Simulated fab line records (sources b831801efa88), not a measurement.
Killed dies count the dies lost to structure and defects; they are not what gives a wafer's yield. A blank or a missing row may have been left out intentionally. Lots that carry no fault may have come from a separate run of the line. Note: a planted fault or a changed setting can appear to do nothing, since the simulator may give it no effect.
Which tool is to blame? -- flow gf180mcu -- 24 lots, 72 wafers sampled, at 4 steps of a route of 602

== WHAT THE GAUGES READ, wafer by wafer ==
GF_M2_CD_MEAS_14 targets a cd of 280 nm.
lot,measured,on,cd-nm (nm)
L074,day 19 07:25,cd-sem-02,278.8 278.6 279.6
L075,day 19 19:33,cd-sem-02,279.3 279.0 281.2
L076,day 20 00:46,cd-sem-01,281.3 281.1 280.8
L077,day 20 11:28,cd-sem-02,280.5 280.3 280.6
L078,day 20 22:07,cd-sem-01,281.4 280.7 280.4
L079,day 21 03:56,cd-sem-01,279.6 279.0 279.7
L080,day 21 18:09,cd-sem-01,282.0 282.0 281.3
L081,day 22 04:29,cd-sem-02,279.6 278.2 278.9
L082,day 22 10:13,cd-sem-02,279.2 280.2 280.2
L083,day 22 14:20,cd-sem-02,278.6 277.6 278.2
L084,day 23 04:56,cd-sem-01,281.6 280.6 281.6
L085,day 23 10:34,cd-sem-01,281.3 280.6 279.3
L086,day 24 01:51,cd-sem-01,280.8 280.7 280.4
L087,day 24 02:44,cd-sem-01,277.3 276.5 276.6
L088,day 24 08:46,cd-sem-01,280.1 280.0 280.9
L089,day 24 21:12,cd-sem-01,279.8 278.5 279.2
L090,day 25 05:46,cd-sem-02,282.4 283.0 283.3
L091,day 25 07:20,cd-sem-02,278.9 280.4 280.1
L092,day 25 14:05,cd-sem-01,280.2 280.5 279.4
L093,day 26 04:48,cd-sem-01,281.4 281.2 281.3
L094,day 26 09:23,cd-sem-01,282.0 282.3 280.6
L095,day 26 14:10,cd-sem-02,280.9 283.0 281.4
L096,day 26 16:02,cd-sem-01,279.5 278.3 279.9
L097,day 27 03:25,cd-sem-02,279.3 278.1 277.5

== WHICH TOOL RAN EACH LOT (tool, then ch and the chambers of the sampled wafers, then the start) ==
lot,GF_M1_SPUTTER_02,GF_M2_SPUTTER_01,GF_M2_SPUTTER_03
L074,"pvd-sputter-01, day 16 06:01","pvd-sputter-04, day 18 07:07","pvd-sputter-04, day 18 07:10"
L075,"pvd-sputter-02, day 16 17:32","pvd-sputter-02, day 18 19:22","pvd-sputter-02, day 18 19:25"
L076,"pvd-sputter-01, day 16 21:31","pvd-sputter-02, day 19 00:58","pvd-sputter-02, day 19 01:01"
L077,"pvd-sputter-01, day 17 08:15","pvd-sputter-02, day 19 11:07","pvd-sputter-02, day 19 11:11"
L078,"pvd-sputter-03, day 17 19:13","pvd-sputter-01, day 19 22:03","pvd-sputter-01, day 19 22:07"
L079,"pvd-sputter-02, day 17 23:37","pvd-sputter-04, day 20 03:23","pvd-sputter-04, day 20 03:26"
L080,"pvd-sputter-02, day 18 14:43","pvd-sputter-01, day 20 18:16","pvd-sputter-01, day 20 18:20"
L081,"pvd-sputter-03, day 19 01:17","pvd-sputter-04, day 21 04:58","pvd-sputter-04, day 21 05:01"
L082,"pvd-sputter-01, day 19 07:07","pvd-sputter-01, day 21 10:44","pvd-sputter-01, day 21 10:47"
L083,"pvd-sputter-01, day 19 11:28","pvd-sputter-02, day 21 14:46","pvd-sputter-02, day 21 14:50"
L084,"pvd-sputter-03, day 20 02:39","pvd-sputter-02, day 22 06:01","pvd-sputter-02, day 22 06:05"
L085,"pvd-sputter-01, day 20 08:21","pvd-sputter-02, day 22 11:28","pvd-sputter-02, day 22 11:31"
L086,"pvd-sputter-02, day 21 01:33","pvd-sputter-02, day 23 03:31","pvd-sputter-02, day 23 03:34"
L087,"pvd-sputter-03, day 21 01:54","pvd-sputter-01, day 23 03:52","pvd-sputter-01, day 23 03:55"
L088,"pvd-sputter-02, day 21 09:01","pvd-sputter-01, day 23 10:17","pvd-sputter-01, day 23 10:21"
L089,"pvd-sputter-02, day 21 21:44","pvd-sputter-02, day 23 23:26","pvd-sputter-02, day 23 23:29"
L090,"pvd-sputter-02, day 22 07:23","pvd-sputter-04, day 24 07:25","pvd-sputter-04, day 24 07:28"
L091,"pvd-sputter-01, day 22 09:24","pvd-sputter-01, day 24 09:56","pvd-sputter-01, day 24 09:59"
L092,"pvd-sputter-02, day 22 17:17","pvd-sputter-04, day 24 16:54","pvd-sputter-04, day 24 16:58"
L093,"pvd-sputter-02, day 23 07:44","pvd-sputter-02, day 25 07:35","pvd-sputter-02, day 25 07:38"
L094,"pvd-sputter-02, day 23 13:31","pvd-sputter-01, day 25 12:25","pvd-sputter-01, day 25 12:28"
L095,"pvd-sputter-02, day 23 18:10","pvd-sputter-01, day 25 16:25","pvd-sputter-01, day 25 16:28"
L096,"pvd-sputter-01, day 23 21:25","pvd-sputter-01, day 25 19:56","pvd-sputter-01, day 25 20:00"
L097,"pvd-sputter-02, day 24 07:42","pvd-sputter-02, day 26 07:00","pvd-sputter-02, day 26 07:04"
- GF_M1_SPUTTER_02: material AlCu, target thk 450 nm, time 23.9 s.
- GF_M2_SPUTTER_01: material TiN, target thk 30 nm, time 25 s.
- GF_M2_SPUTTER_03: material Ti, target thk 10 nm, time 6.7 s.

== WHAT THE TOOLS THEMSELVES READ (means of the sampled wafers that have a number; where no wafer has one, the mark that the record gives instead) ==
GF_M1_SPUTTER_02.
lot,tool,cathode-dc-power-W (W),chamber-pressure-pa (Pa),throttle-valve-pct (%)
L074,pvd-sputter-01,10599,0.3998,30.0
L075,pvd-sputter-02,10601,0.3998,30.8
L076,pvd-sputter-01,10600,0.4001,30.0
L077,pvd-sputter-01,10598,0.3994,29.7
L078,pvd-sputter-03,10598,0.3998,29.6
L079,pvd-sputter-02,10601,0.3993,30.4
L080,pvd-sputter-02,10602,0.4003,30.9
L081,pvd-sputter-03,10598,0.3999,29.4
L082,pvd-sputter-01,10601,0.3996,30.8
L083,pvd-sputter-01,10600,0.4004,30.1
L084,pvd-sputter-03,10602,0.4008,28.9
L085,pvd-sputter-01,10600,0.3996,29.6
L086,pvd-sputter-02,10601,0.4002,30.9
L087,pvd-sputter-03,10601,0.4013,29.3
L088,pvd-sputter-02,10602,0.3991,30.5
L089,pvd-sputter-02,10601,0.3997,28.4
L090,pvd-sputter-02,10599,0.4003,29.4
L091,pvd-sputter-01,10599,0.4002,30.1
L092,pvd-sputter-02,10600,0.4007,30.9
L093,pvd-sputter-02,10600,0.4003,29.7
L094,pvd-sputter-02,10602,0.3996,31.0
L095,pvd-sputter-02,10600,0.4003,29.7
L096,pvd-sputter-01,10602,0.3994,30.0
L097,pvd-sputter-02,10599,0.3994,29.7

GF_M2_SPUTTER_01.
lot,tool,cathode-dc-power-W (W),chamber-pressure-pa (Pa),throttle-valve-pct (%)
L074,pvd-sputter-04,6499.3,0.4003,30.6
L075,pvd-sputter-02,6500.9,0.4001,30.4
L076,pvd-sputter-02,6500.0,0.4004,29.4
L077,pvd-sputter-02,6500.5,0.3997,30.9
L078,pvd-sputter-01,6499.8,0.3991,30.0
L079,pvd-sputter-04,6501.0,0.4003,30.5
L080,pvd-sputter-01,6500.0,0.4003,30.0
L081,pvd-sputter-04,6500.1,0.3998,30.1
L082,pvd-sputter-01,6499.6,0.4000,29.8
L083,pvd-sputter-02,6500.2,0.4001,29.9
L084,pvd-sputter-02,6500.1,0.3998,29.6
L085,pvd-sputter-02,6498.8,0.3996,30.9
L086,pvd-sputter-02,6499.5,0.3991,31.0
L087,pvd-sputter-01,6499.6,0.4004,29.1
L088,pvd-sputter-01,6499.7,0.4002,29.6
L089,pvd-sputter-02,6499.9,0.4003,30.8
L090,pvd-sputter-04,6500.5,0.3991,30.8
L091,pvd-sputter-01,6500.1,0.3997,29.5
L092,pvd-sputter-04,6498.7,0.4002,30.1
L093,pvd-sputter-02,6499.8,0.4005,30.0
L094,pvd-sputter-01,6500.6,0.3999,29.6
L095,pvd-sputter-01,6499.9,0.4000,28.7
L096,pvd-sputter-01,6499.3,0.3995,30.1
L097,pvd-sputter-02,6499.8,0.3997,30.6

GF_M2_SPUTTER_03.
lot,tool,cathode-dc-power-W (W),chamber-pressure-pa (Pa),throttle-valve-pct (%)
L074,pvd-sputter-04,2999.9,0.3000,30.6
L075,pvd-sputter-02,3000.1,0.2997,30.4
L076,pvd-sputter-02,3000.9,0.2995,29.3
L077,pvd-sputter-02,3000.2,0.2998,30.7
L078,pvd-sputter-01,2999.5,0.2998,30.0
L079,pvd-sputter-04,2999.5,0.3001,30.7
L080,pvd-sputter-01,3000.4,0.3004,29.8
L081,pvd-sputter-04,3000.1,0.3003,30.2
L082,pvd-sputter-01,3000.4,0.2997,30.0
L083,pvd-sputter-02,2999.7,0.3000,29.8
L084,pvd-sputter-02,2999.6,0.2998,29.8
L085,pvd-sputter-02,2999.6,0.2999,30.9
L086,pvd-sputter-02,3000.0,0.3005,31.1
L087,pvd-sputter-01,3000.1,0.2998,29.3
L088,pvd-sputter-01,2999.7,0.2998,29.5
L089,pvd-sputter-02,3000.3,0.3003,30.7
L090,pvd-sputter-04,3000.0,0.3002,30.8
L091,pvd-sputter-01,2999.7,0.2995,29.5
L092,pvd-sputter-04,2999.8,0.3003,30.2
L093,pvd-sputter-02,3000.2,0.2996,30.2
L094,pvd-sputter-01,2999.6,0.2997,29.5
L095,pvd-sputter-01,2999.7,0.2999,28.5
L096,pvd-sputter-01,2999.8,0.3003,30.1
L097,pvd-sputter-02,2999.9,0.3006,30.7

== THE ANSWER, worked out from the rows above alone ==
Rule: usual is defined by the lots themselves. The widest of any qualifying gaps counts: lots, ordered by their means at a reading, are off when they make up no more than a third of the lots, leave a main group of 4 or more, and stand apart from it by 3 or more times the standard deviation of that group's means. The tables above print the reading to a certain number of digits; a main group whose means all agree to those digits is not used. Also off: a lot with no number at a reading for which 4 or more lots have one. All remaining lots with rows at the step are treated as sound. After the gauges, taken in route order, come the tools' own readings; for these a lot's mean is taken, as printed above. At the first step where some lot is off, the reading lying furthest off is the one used; lots without a number count as furthest.
No lot is off at any reading shown: from this, nothing can be told.

== WHAT THE SIMULATOR HAD INSERTED ==
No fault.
